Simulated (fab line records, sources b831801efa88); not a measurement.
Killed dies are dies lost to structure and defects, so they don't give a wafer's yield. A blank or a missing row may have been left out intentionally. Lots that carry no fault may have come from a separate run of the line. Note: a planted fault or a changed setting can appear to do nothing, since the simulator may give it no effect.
Comparing a struck lot with a sound one ; flow sky130 ; 16 out of 708 route steps
Sound: wafers L871.2, L871.3, L871.6. Struck: wafers L862.1, L862.3, L862.5. At the end, the cause is stated.
Each step with rows lists, per side, the tool, then ch with its chambers, then its first start. Under that, the readings that differ: sound wafers ; struck wafers ; difference of the means ; sigmas: that difference in standard deviations of wafers without a fault.
alike: readings whose means differ by less than 2 such deviations, and words and numbers that are the same on both sides. not compared: withheld readings, readings that some wafer has no value for, bounds like >300 that may hide the same value, and numbers for which the record gives no deviation and whose values overlap.
A row with sigmas, a row that says differs or no value, or rows on one side alone: a step with any of these is where the two part. When numbers do not overlap yet have no deviation, they are printed without sigmas and do not part them. A reading that every wafer of one side lacks parts them only if that side has two wafers or more.

first, 2 steps without rows for these wafers: SKY_METAL3_PEB_11; SKY_METAL3_DEVELOP_12 (develop time 60 s).
SKY_METAL3_CD_MEAS_13 targets a cd of 300 nm.
  sound on cd-sem-01 at day 44 06:46; struck on cd-sem-02 at day 41 11:39
reading;sound;struck;difference;sigmas
cd-nm (nm);299.6 299.1 298.3;301.5 303.5 301.6;+3.2;+2
SKY_METAL3_OVL_MEAS_14:
  sound on overlay-02 at day 44 06:53; struck on overlay-02 at day 41 11:46
  alike: METAL3_OVL
SKY_METAL3_DESCUM_15: chemistry O2, time 8 s.
  sound on rie-metal-02 ch 0,1, day 44 06:55; struck on rie-metal-04 ch 0,1, day 41 11:49
reading;sound;struck;difference;sigmas
oes-product-au (a.u.);0.996 0.998 1.013;0.982 0.982 0.984;-0.020;-2
  alike: drypump-motor-current-A
  not compared: rf-hours-counter-h
SKY_METAL3_ETCH_16: etches BARC in N2/H2, stops on SiO2, time 88.2 s, target depth 60 nm.
  sound on rie-metal-02 ch 0,1, day 44 06:56; struck on rie-metal-04 ch 0,1, day 41 11:50
  alike: drypump-motor-current-A, oes-product-au, throttle-valve-pct
  not compared: rf-hours-counter-h
SKY_METAL3_ETCH_17: etches SiO2 in C4F8/O2/Ar, stops on TiN, time 3.9 s, target depth 15 nm.
  sound on rie-diel-01 ch 0,1,3, day 44 07:02; struck on rie-diel-02 ch 2,3, day 41 11:56
  alike: oes-product-au
  not compared: rf-hours-counter-h
SKY_METAL3_METAL_ETCH_18: etches the open film in Cl2/BCl3, stops on SiO2, target depth 845 nm, time 183.1 s.
  sound on rie-metal-01 ch 1, day 44 07:03; struck on rie-metal-02 ch 0,1, day 41 11:57
  alike: drypump-motor-current-A, oes-product-au, throttle-valve-pct
  not compared: rf-hours-counter-h
SKY_METAL3_STRIP_19: strips in O2/N2.
  sound on plasma-asher-03 ch 0,1, day 44 07:17; struck on plasma-asher-04 ch 0,1, day 41 12:08
reading;sound;struck;difference;sigmas
oes-product-au (a.u.);0.519 0.518 0.506;0.501 0.507 0.499;-0.012;-2
strip-time-to-endpoint-s (s);6.80 6.76 6.81;6.50 6.59 6.62;-0.22;-3
  alike: drypump-motor-current-A
  not compared: rf-hours-counter-h
then, 3 steps without rows for these wafers: SKY_METAL3_STRIP_20 (strips in post etch residue remover, time 1200 s); SKY_METAL3_CLEAN_21 (cleans in IPA, time 180 s); SKY_METAL3_CLEAN_22 (cleans in O3/DIW).
SKY_VIA3_HDPCVD_00: deposits SiO2, target thk 1635 nm, time 272.5 s.
  sound on hdpcvd-02 ch 0,1, day 44 07:53; struck on hdpcvd-01 ch 0,1, day 41 12:43
reading;sound;struck;difference;sigmas
sih4-flow-sccm (sccm);59.95 60.29 60.05;47.97 47.87 47.86;-12.20;-64
model.SiO2_of_VIA3_HDPCVD_00.thk-nm (nm);1624 1634 1644;1309 1311 1324;-319;
SKY_VIA3_THK_MEAS_01:
  sound on film-metro-02 at day 44 08:04; struck on film-metro-04 at day 41 12:53
reading;sound;struck;difference;sigmas
VIA3_HDPCVD_THK (nm);1624 1634 1644;1308 1312 1323;-320;-19
then, 1 step without rows for these wafers: SKY_VIA3_CMP_02 (polishes SiO2).
-- the record jumps here: 7 days lie between the struck wafers' starts before and after (it left off in module VIA3 and takes up again in module PAD_OPEN, whose first step shown is number 708 of the route) --
SKY_PAD_OPEN_PROBE_99:
  sound on prober-01 at day 50 06:30; struck on prober-01 at day 48 05:07
  alike: defect-limited-yield, killed_at_M0_to_M3, killed_at_M4_up, killed-at-contacts, killed-at-front-end, killed-at-other, killed-dies, killed-open, killed-short, sort_bin_3_pad_short, sort_bin_5_function, sort_bin_6_memory, sort-n-pass, sort-yield-pct

== WHERE THEY PART ==
Last at SKY_VIA3_THK_MEAS_01 as far as this record goes, first at SKY_METAL3_CD_MEAS_13. Later steps at which nothing parts them and some readings are alike: SKY_PAD_OPEN_PROBE_99.

WHY: the cause the simulator had injected
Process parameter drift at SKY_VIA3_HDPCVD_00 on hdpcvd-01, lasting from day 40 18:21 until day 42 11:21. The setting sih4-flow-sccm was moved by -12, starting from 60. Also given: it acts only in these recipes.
